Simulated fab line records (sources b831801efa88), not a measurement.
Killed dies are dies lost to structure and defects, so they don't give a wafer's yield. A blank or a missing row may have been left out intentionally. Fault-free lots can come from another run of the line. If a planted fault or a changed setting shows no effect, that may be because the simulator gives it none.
Which tool did it? | flow gf180mcu | 13 lots with 39 wafers sampled at 4 steps, on a route of 602 steps

== WHAT EACH GAUGE READ, for each wafer ==
GF_VT_IMPLANT_TW_MEAS_43. Usual: VT_IMPLANT_4_TW gives 689 (standard deviation 6.9).
lot  | measured     | on            | VT_IMPLANT_4_TW | flag
L312 | day 7 12:29  | film_metro-02 | 699 701 702     |
L313 | day 7 18:20  | film_metro-01 | 694 696 694     |
L314 | day 8 01:17  | film_metro-03 | 683 681 677     |
L317 | day 8 23:05  | film_metro-03 | 682 684 679     |
L318 | day 9 04:00  | film_metro-03 | 682 681 684     |
L320 | day 9 18:48  | film_metro-01 | 695 695 696     |
L324 | day 11 03:44 | film_metro-01 | 693 696 689     |
L325 | day 11 09:09 | film_metro-01 | 694 691 694     |
L328 | day 12 03:54 | film_metro-03 | 687 689 688     |
L329 | day 12 08:33 | film_metro-03 | 685 687 686     |
L330 | day 12 17:20 | film_metro-03 | 688 684 686     |
L333 | day 13 12:52 | film_metro-03 | 682 682 686     |
L335 | day 14 02:46 | film_metro-03 | 682 684 682     |

== WHICH TOOL RAN EACH LOT (tool, then ch and the chambers of the sampled wafers, then the start) ==
lot  | GF_DNWELL_STRIP_08                  | GF_LVPWELL_STRIP_10                 | GF_MVSD_STRIP_10
L312 | plasma_asher-01 ch 0, day 2 19:41   | plasma_asher-03 ch 0,1, day 3 21:42 | plasma_asher-03 ch 0, day 4 11:14
L313 | plasma_asher-01 ch 0,1, day 2 23:47 | plasma_asher-04 ch 0,1, day 4 01:38 | plasma_asher-04 ch 0, day 4 14:57
L314 | plasma_asher-04 ch 0,1, day 3 05:44 | plasma_asher-04 ch 0,1, day 4 08:11 | plasma_asher-02 ch 0,1, day 4 21:37
L317 | plasma_asher-02 ch 0,1, day 3 21:41 | plasma_asher-04 ch 0,1, day 5 00:35 | plasma_asher-02 ch 0,1, day 5 14:42
L318 | plasma_asher-01 ch 0,1, day 4 01:14 | plasma_asher-01 ch 0,1, day 5 04:30 | plasma_asher-02 ch 0,1, day 5 18:58
L320 | plasma_asher-02 ch 0,1, day 4 12:35 | plasma_asher-01 ch 0,1, day 5 16:31 | plasma_asher-02 ch 0,1, day 6 07:52
L324 | plasma_asher-02 ch 0,1, day 5 13:07 | plasma_asher-04 ch 0, day 6 19:33   | plasma_asher-02 ch 0,1, day 7 11:15
L325 | plasma_asher-01 ch 0,1, day 5 17:26 | plasma_asher-04 ch 0,1, day 7 00:22 | plasma_asher-02 ch 0,1, day 7 16:36
L328 | plasma_asher-02 ch 0,1, day 6 08:55 | plasma_asher-04 ch 0,1, day 7 16:34 | plasma_asher-03 ch 0,1, day 8 09:25
L329 | plasma_asher-04 ch 0,1, day 6 12:17 | plasma_asher-04 ch 0,1, day 7 20:10 | plasma_asher-03 ch 0,1, day 8 12:58
L330 | plasma_asher-01 ch 0,1, day 6 18:32 | plasma_asher-03 ch 0,1, day 8 02:57 | plasma_asher-04 ch 0,1, day 8 20:15
L333 | plasma_asher-01 ch 0,1, day 7 09:35 | plasma_asher-03 ch 0,1, day 8 19:24 | plasma_asher-03 ch 0,1, day 9 13:11
L335 | plasma_asher-04 ch 0,1, day 7 20:59 | plasma_asher-01 ch 0,1, day 9 07:55 | plasma_asher-03 ch 0,1, day 10 01:49
- GF_DNWELL_STRIP_08: strips in O2/N2.
- GF_LVPWELL_STRIP_10: strips in O2/N2.
- GF_MVSD_STRIP_10: strips in O2/N2.

== WHAT THE TOOLS THEMSELVES READ (means of the sampled wafers that have a number; where no wafer has one, the mark that the record gives instead) ==
GF_DNWELL_STRIP_08. Usual: drypump_motor_current_A 5.6 A, standard deviation 0.41; heater_power_w 341 W, standard deviation 37; oes_product_au 0.723 a.u., standard deviation 0.0041; strip_time_to_endpoint_s 36.97 s, standard deviation 0.12.
lot  | tool            | drypump_motor_current_A (A) | heater_power_w (W) | oes_product_au (a.u.) | strip_time_to_endpoint_s (s) | flag
L312 | plasma_asher-01 | 5.5                         | 317                | 0.722                 | 36.73                        |
L313 | plasma_asher-01 | 5.4                         | 343                | 0.718                 | 37.09                        |
L314 | plasma_asher-04 | 5.6                         | 294                | 0.724                 | 36.99                        |
L317 | plasma_asher-02 | 6.2                         | 375                | 0.721                 | 36.90                        |
L318 | plasma_asher-01 | 5.3                         | 340                | 0.720                 | 36.90                        |
L320 | plasma_asher-02 | 6.0                         | 363                | 0.723                 | 36.99                        |
L324 | plasma_asher-02 | 6.1                         | 380                | 0.719                 | 36.89                        |
L325 | plasma_asher-01 | 5.3                         | 356                | 0.724                 | 37.06                        |
L328 | plasma_asher-02 | 6.1                         | 382                | 0.717                 | 36.98                        |
L329 | plasma_asher-04 | 5.8                         | 312                | 0.721                 | 37.23                        |
L330 | plasma_asher-01 | 5.3                         | 345                | 0.723                 | 36.97                        |
L333 | plasma_asher-01 | 5.4                         | 334                | 0.719                 | 37.06                        |
L335 | plasma_asher-04 | 5.5                         | 292                | 0.724                 | 36.94                        |

GF_LVPWELL_STRIP_10. Usual: drypump_motor_current_A 5.7 A, standard deviation 0.36; heater_power_w 340 W, standard deviation 44; oes_product_au 0.722 a.u., standard deviation 0.0043; strip_time_to_endpoint_s 37.01 s, standard deviation 0.093.
lot  | tool            | drypump_motor_current_A (A) | heater_power_w (W) | oes_product_au (a.u.) | strip_time_to_endpoint_s (s) | flag
L312 | plasma_asher-03 | 6.0                         | 386                | 0.721                 | 37.06                        |
L313 | plasma_asher-04 | 5.8                         | 314                | 0.722                 | 36.97                        |
L314 | plasma_asher-04 | 5.8                         | 306                | 0.726                 | 37.12                        |
L317 | plasma_asher-04 | 5.5                         | 299                | 0.724                 | 36.87                        |
L318 | plasma_asher-01 | 5.4                         | 338                | 0.722                 | 36.88                        |
L320 | plasma_asher-01 | 5.4                         | 336                | 0.723                 | 37.02                        |
L324 | plasma_asher-04 | 5.2                         | 266                | 0.725                 | 36.98                        |
L325 | plasma_asher-04 | 5.5                         | 284                | 0.721                 | 36.96                        |
L328 | plasma_asher-04 | 5.8                         | 310                | 0.722                 | 37.00                        |
L329 | plasma_asher-04 | 5.5                         | 290                | 0.723                 | 37.05                        |
L330 | plasma_asher-03 | 5.9                         | 374                | 0.724                 | 37.19                        |
L333 | plasma_asher-03 | 5.9                         | 371                | 0.722                 | 37.00                        |
L335 | plasma_asher-01 | 5.4                         | 338                | 0.719                 | 37.09                        |

GF_MVSD_STRIP_10. Usual: drypump_motor_current_A 5.95 A, standard deviation 0.27; heater_power_w 364 W, standard deviation 37; oes_product_au 0.722 a.u., standard deviation 0.0049; strip_time_to_endpoint_s 36.97 s, standard deviation 0.1.
lot  | tool            | drypump_motor_current_A (A) | heater_power_w (W) | oes_product_au (a.u.) | strip_time_to_endpoint_s (s) | flag
L312 | plasma_asher-03 | 5.99                        | 409                | 0.717                 | 36.98                        |
L313 | plasma_asher-04 | 5.23                        | 276                | 0.727                 | 37.03                        |
L314 | plasma_asher-02 | 6.18                        | 380                | 0.720                 | 36.79                        |
L317 | plasma_asher-02 | 6.14                        | 378                | 0.719                 | 37.12                        |
L318 | plasma_asher-02 | 6.15                        | 378                | 0.724                 | 37.02                        |
L320 | plasma_asher-02 | 6.17                        | 377                | 0.715                 | 36.97                        |
L324 | plasma_asher-02 | 6.16                        | 378                | 0.739                 | 35.83                        | OFF
L325 | plasma_asher-02 | 6.18                        | 375                | 0.736                 | 35.87                        | OFF
L328 | plasma_asher-03 | 5.93                        | 374                | 0.727                 | 36.93                        |
L329 | plasma_asher-03 | 5.98                        | 388                | 0.721                 | 36.95                        |
L330 | plasma_asher-04 | 5.82                        | 306                | 0.722                 | 36.95                        |
L333 | plasma_asher-03 | 5.96                        | 390                | 0.724                 | 37.04                        |
L335 | plasma_asher-03 | 5.95                        | 385                | 0.724                 | 36.94                        |

== THE ANSWER, worked out from the rows above alone ==
Rule: a lot is off if the mean of its wafers that have a number lies more than 3 standard deviations from the usual mean. Also off: a lot with no number at a reading for which 4 or more lots have one. Where the step has rows for the other lots, those lots are counted as sound. Order of review: gauges by route order, followed by the tools' own readings, for which a lot's mean as printed above is used. The first step at which some lot is off is used, and at that step the reading that is off furthest; a lot without a number counts as furthest.
Off at GF_MVSD_STRIP_10 (strip_time_to_endpoint_s): L324, L325.
If a tool, at that step or one of the process steps before it, ran each lot that is off and ran no sound lot following the first of them, it fits. One fits: GF_MVSD_STRIP_10 on plasma_asher-02. A fault onset in the window from L320 (day 6 07:52, its last sound lot) to L324 (day 7 11:15, its first lot off) fits.
The tool's own readings at GF_MVSD_STRIP_10 bear it out: on the lots that are off they differ by more than 5 times the standard deviation of the sound lots' means. strip_time_to_endpoint_s reads 35.85 s there against 36.97 s on the sound lots.

== WHAT HAD BEEN PUT IN BY THE SIMULATOR ==
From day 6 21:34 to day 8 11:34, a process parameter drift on plasma_asher-02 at GF_MVSD_STRIP_10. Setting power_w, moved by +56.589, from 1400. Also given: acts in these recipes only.
Struck lots among those shown: L324, L325. This agrees with what the rule above found.
